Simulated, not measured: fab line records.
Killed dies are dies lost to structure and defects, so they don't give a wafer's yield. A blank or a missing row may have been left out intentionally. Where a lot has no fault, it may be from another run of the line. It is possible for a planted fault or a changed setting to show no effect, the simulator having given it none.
Struck lot and sound lot, side by side || flow gf180mcu || 14 steps out of a route of 602
Sound: the wafers L870.1, L870.4, L870.5. Wafers struck: L865.1, L865.3, L865.6. At the end, the cause is stated.
Each step with rows lists, per side, the tool, then ch with its chambers, then its first start. Under that, the readings that differ: sound wafers || struck wafers || difference of the means || sigmas: that difference in standard deviations of wafers without a fault.
alike: words and numbers the same on both sides, and readings whose means are apart by under 2 such deviations; not compared: readings that were withheld, readings missing a value for some wafer, numbers with overlapping values and no deviation given by the record, and bounds like >300 which may hide the same value.
Wherever a step has rows on one side only, a row that says differs or no value, or a row with sigmas, the two part there. Numbers that have no deviation but don't overlap get no sigmas and don't part them. A reading that every wafer of one side lacks parts them only if that side has two wafers or more.

first, 2 steps without rows for these wafers: GF_M4_CLEAN_19 (cleans in DIW); GF_V4_CVD_00 (deposits SiO2, target thk 600 nm, time 100 s).
GF_V4_THK_MEAS_01:
  struck on film metro-03, day 27 01:01; sound on film metro-01, day 28 22:14
  alike: V4_CVD_00_THK
GF_V4_CVD_02: deposits SiO2 from TEOS, target thk 850 nm, time 94.851 s.
  sound on pecvd-03 ch 0,2, day 28 22:18; struck on pecvd-02 ch 0,2, day 27 01:04
  alike: heater power w
  not compared: since wet clean h
GF_V4_THK_MEAS_03:
  struck on film metro-02, day 27 01:08; sound on film metro-01, day 28 22:22
  alike: V4_CVD_02_THK
GF_V4_CMP_04: polishes SiO2.
  sound on cmp-01 ch 0,1, day 28 22:26; struck on cmp-01 ch 1,2,3, day 27 01:18
  alike: motor current A, time to endpoint s
GF_V4_BOW_MEAS_05:
  struck on film metro-03, day 27 01:30; sound on film metro-01, day 28 22:44
{"reading": "V4_BOW (um)", "sound": "119 133 120", "struck": "158 148 155", "difference": "+30", "sigmas": "+3"}
then, 5 steps without rows for these wafers: GF_V4_DEHYDRATE_06 (time 60 s); GF_V4_HMDS_07 (prime time 60 s); GF_V4_COAT_08; GF_V4_COAT_09 (resist thk 1000 nm); GF_V4_SOFTBAKE_10 (time 60 s).
GF_V4_EXPOSE_11: exposes mask Via4, target cd 260 nm.
  sound on krf scanner-01 ch 0, day 29 08:23; struck on krf scanner-02, day 27 11:36
  no value came back on the struck wafers for exposure dose mJ cm2, focus offset nm (nm); on the sound wafers exposure dose mJ cm2 reads 37.97 37.93 38.01
  alike: mask
then, 1 step without rows for these wafers: GF_V4_PEB_12 (peb time 90 s).

## WHERE THEY PART
At GF_V4_BOW_MEAS_05 first; at GF_V4_EXPOSE_11 last (within this record only).

WHY: what had been put in by the simulator
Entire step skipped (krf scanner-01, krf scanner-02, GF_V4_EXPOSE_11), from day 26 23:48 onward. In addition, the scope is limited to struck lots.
